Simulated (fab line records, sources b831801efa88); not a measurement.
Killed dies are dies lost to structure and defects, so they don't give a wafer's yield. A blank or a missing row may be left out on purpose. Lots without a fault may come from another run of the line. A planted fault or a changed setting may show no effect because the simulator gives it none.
Which tool did it? | flow gf180mcu | 11 lots, 33 wafers sampled, at 6 steps of a route of 602

WHAT THE GAUGES READ, wafer by wafer
GF_V5_CD_MEAS_14: target cd 260 nm.
lot  | measured     | on        | cd_nm (nm)
L958 | day 27 07:42 | cd_sem-02 | 260.7 260.1 261.2
L959 | day 27 20:14 | cd_sem-01 | 260.2 258.7 260.4
L960 | day 28 00:25 | cd_sem-01 | 260.8 258.9 260.1
L961 | day 28 05:04 | cd_sem-01 | 260.7 260.3 260.7
L962 | day 28 09:44 | cd_sem-02 | 256.4 254.4 253.9 256.5 254.5 254.1
L965 | day 29 15:13 | cd_sem-02 | 257.2 257.2 257.1
L976 | day 32 11:35 | cd_sem-01 | 261.3 261.3 261.5
L977 | day 32 19:05 | cd_sem-02 | 260.1 259.5 259.7
L978 | day 32 23:49 | cd_sem-01 | 260.4 262.4 261.8
L979 | day 33 02:12 | cd_sem-02 | 260.1 260.8 259.8
L980 | day 33 06:07 | cd_sem-01 | 260.3 260.9 259.0

GF_TOP_METAL_OVL_MEAS_15.
lot  | measured     | on         | TOP_METAL_OVL (nm)
L958 | day 28 05:23 | overlay-01 | 2.1 1.2 0.5
L959 | day 28 17:20 | overlay-01 | 0.6 1.3 1.0
L960 | day 28 21:52 | overlay-01 | -2.0 -2.6 -1.7
L961 | day 29 02:16 | overlay-01 | -1.6 -1.8 -1.9
L962 | day 29 17:53 | overlay-01 | -1.4 -0.2 -0.1
L965 | day 30 12:11 | overlay-02 | 1.4 1.6 1.1
L976 | day 33 05:46 | overlay-02 | 1.5 0.7 0.2
L977 | day 33 12:49 | overlay-02 | 3.6 3.5 2.8
L978 | day 33 17:56 | overlay-01 | 0.8 1.0 2.3
L979 | day 33 19:37 | overlay-01 | 1.4 0.4 1.0
L980 | day 33 22:55 | overlay-01 | -0.6 -0.6 -1.1

WHICH TOOL RAN EACH LOT (tool, then ch and the chambers of the sampled wafers, then the start)
lot  | GF_V5_COAT_09                     | GF_V5_STRIP_18                       | GF_TOP_METAL_SPUTTER_01      | GF_TOP_METAL_SPUTTER_02
L958 | litho_track-04 ch 0, day 26 21:00 | plasma_asher-04 ch 0, day 27 08:01   | pvd_sputter-02, day 27 09:20 | pvd_sputter-02, day 27 09:22
L959 | litho_track-02 ch 0, day 27 09:00 | plasma_asher-03 ch 0,1, day 27 20:37 | pvd_sputter-04, day 27 21:55 | pvd_sputter-04, day 27 21:56
L960 | litho_track-02 ch 0, day 27 14:00 | plasma_asher-01 ch 1, day 28 00:43   | pvd_sputter-04, day 28 02:06 | pvd_sputter-04, day 28 02:08
L961 | litho_track-04 ch 0, day 27 18:00 | plasma_asher-01 ch 0,1, day 28 05:22 | pvd_sputter-02, day 28 06:41 | pvd_sputter-02, day 28 06:43
L962 | litho_track-02 ch 0, day 28 00:00 | plasma_asher-04 ch 0,1, day 29 11:56 | pvd_sputter-02, day 29 13:34 | pvd_sputter-02, day 29 13:36
L965 | litho_track-02 ch 0, day 29 05:00 | plasma_asher-04 ch 0,1, day 29 15:36 | pvd_sputter-04, day 29 16:58 | pvd_sputter-04, day 29 16:59
L976 | litho_track-02 ch 0, day 32 04:00 | plasma_asher-03 ch 1, day 32 11:52   | pvd_sputter-02, day 32 13:12 | pvd_sputter-02, day 32 13:14
L977 | litho_track-04 ch 0, day 32 11:00 | plasma_asher-03 ch 0,1, day 32 19:23 | pvd_sputter-04, day 32 20:41 | pvd_sputter-04, day 32 20:43
L978 | litho_track-04 ch 0, day 32 15:00 | plasma_asher-04 ch 0,1, day 33 00:07 | pvd_sputter-02, day 33 01:29 | pvd_sputter-02, day 33 01:31
L979 | litho_track-02 ch 0, day 32 18:00 | plasma_asher-01 ch 0,1, day 33 02:30 | pvd_sputter-02, day 33 03:50 | pvd_sputter-02, day 33 03:52
L980 | litho_track-02 ch 0, day 32 23:00 | plasma_asher-04 ch 0,1, day 33 06:25 | pvd_sputter-04, day 33 07:45 | pvd_sputter-04, day 33 07:47
- GF_V5_COAT_09: resist thk 1000 nm.
- GF_V5_STRIP_18: strips in O2/N2.
- GF_TOP_METAL_SPUTTER_01: material TiN, target thk 30 nm, time 25 s.
- GF_TOP_METAL_SPUTTER_02: material AlCu, target thk 900 nm, time 47.82 s.

WHAT THE TOOLS THEMSELVES READ (means of the sampled wafers that have a number; where no wafer has one, the mark that the record gives instead)
GF_V5_COAT_09.
lot  | tool           | resist_line_temp_C (C)
L958 | litho_track-04 | 22.99
L959 | litho_track-02 | 22.98
L960 | litho_track-02 | 22.98
L961 | litho_track-04 | 23.11
L962 | litho_track-02 | 22.97
L965 | litho_track-02 | 22.89
L976 | litho_track-02 | 22.82
L977 | litho_track-04 | 22.86
L978 | litho_track-04 | 22.92
L979 | litho_track-02 | 23.10
L980 | litho_track-02 | 23.09

GF_V5_STRIP_18.
lot  | tool            | drypump_motor_current_A (A) | heater_power_w (W) | oes_product_au (a.u.)
L958 | plasma_asher-04 | 5.72                        | 350                | 0.566
L959 | plasma_asher-03 | 5.66                        | 344                | 0.569
L960 | plasma_asher-01 | 5.55                        | 352                | 0.566
L961 | plasma_asher-01 | 5.63                        | 369                | 0.567
L962 | plasma_asher-04 | 5.86                        | 328                | 0.610
L965 | plasma_asher-04 | 5.78                        | 335                | 0.612
L976 | plasma_asher-03 | 6.03                        | 337                | 0.572
L977 | plasma_asher-03 | 5.87                        | 334                | 0.568
L978 | plasma_asher-04 | 5.80                        | 341                | 0.570
L979 | plasma_asher-01 | 5.61                        | 368                | 0.565
L980 | plasma_asher-04 | 5.85                        | 331                | 0.566

GF_TOP_METAL_SPUTTER_01.
lot  | tool           | chamber_pressure_pa (Pa) | throttle_valve_pct (%)
L958 | pvd_sputter-02 | 0.4001                   | 29.3
L959 | pvd_sputter-04 | 0.3996                   | 29.8
L960 | pvd_sputter-04 | 0.4002                   | 29.7
L961 | pvd_sputter-02 | 0.3998                   | 29.2
L962 | pvd_sputter-02 | 0.4000                   | 29.2
L965 | pvd_sputter-04 | 0.4004                   | 30.2
L976 | pvd_sputter-02 | 0.4001                   | 29.9
L977 | pvd_sputter-04 | 0.4014                   | 30.1
L978 | pvd_sputter-02 | 0.3993                   | 29.7
L979 | pvd_sputter-02 | 0.3998                   | 29.3
L980 | pvd_sputter-04 | 0.4001                   | 30.1

GF_TOP_METAL_SPUTTER_02.
lot  | tool           | chamber_pressure_pa (Pa) | throttle_valve_pct (%)
L958 | pvd_sputter-02 | 0.2996                   | 29.2
L959 | pvd_sputter-04 | 0.3005                   | 29.8
L960 | pvd_sputter-04 | 0.3002                   | 29.7
L961 | pvd_sputter-02 | 0.3001                   | 29.2
L962 | pvd_sputter-02 | 0.2994                   | 29.2
L965 | pvd_sputter-04 | 0.3002                   | 30.2
L976 | pvd_sputter-02 | 0.2996                   | 29.9
L977 | pvd_sputter-04 | 0.3012                   | 30.0
L978 | pvd_sputter-02 | 0.3004                   | 29.7
L979 | pvd_sputter-02 | 0.2997                   | 29.3
L980 | pvd_sputter-04 | 0.3004                   | 30.2

THE ANSWER, worked out from the rows above alone
Rule: what is usual is taken from the lots themselves. Put in order of their means at a reading, lots are off if they are a third of the lots or fewer, leave a main group of 4 or more, and stand apart from it by a gap of 3 or more times the standard deviation of the main group's means; of several such gaps the widest counts. A main group whose means are all the same, to the digits that the tables above print for the reading, isn't used. A lot without any number at a reading at which 4 lots or more have one is off too. The other lots that the step has rows for count as sound. The gauges are gone through in route order, then the tools' own readings, and for those a lot's mean is taken as printed above. The first step at which some lot is off is used, and at that step the reading that is off furthest; a lot without a number counts as furthest.
Off: L962, L965, at GF_V5_CD_MEAS_14 (cd_nm). The main group: mean 260.4 nm, standard deviation 0.62.
A tool fits if, at a process step before that reading, it ran every lot that is off, and no sound lot after the first of them. The gauges at GF_V5_CD_MEAS_14 aren't tried: what is off there is off at GF_V5_STRIP_18 too, on other tools, and a gauge's error can't cause that. None of those tried fits.

WHAT THE SIMULATOR HAD PUT IN
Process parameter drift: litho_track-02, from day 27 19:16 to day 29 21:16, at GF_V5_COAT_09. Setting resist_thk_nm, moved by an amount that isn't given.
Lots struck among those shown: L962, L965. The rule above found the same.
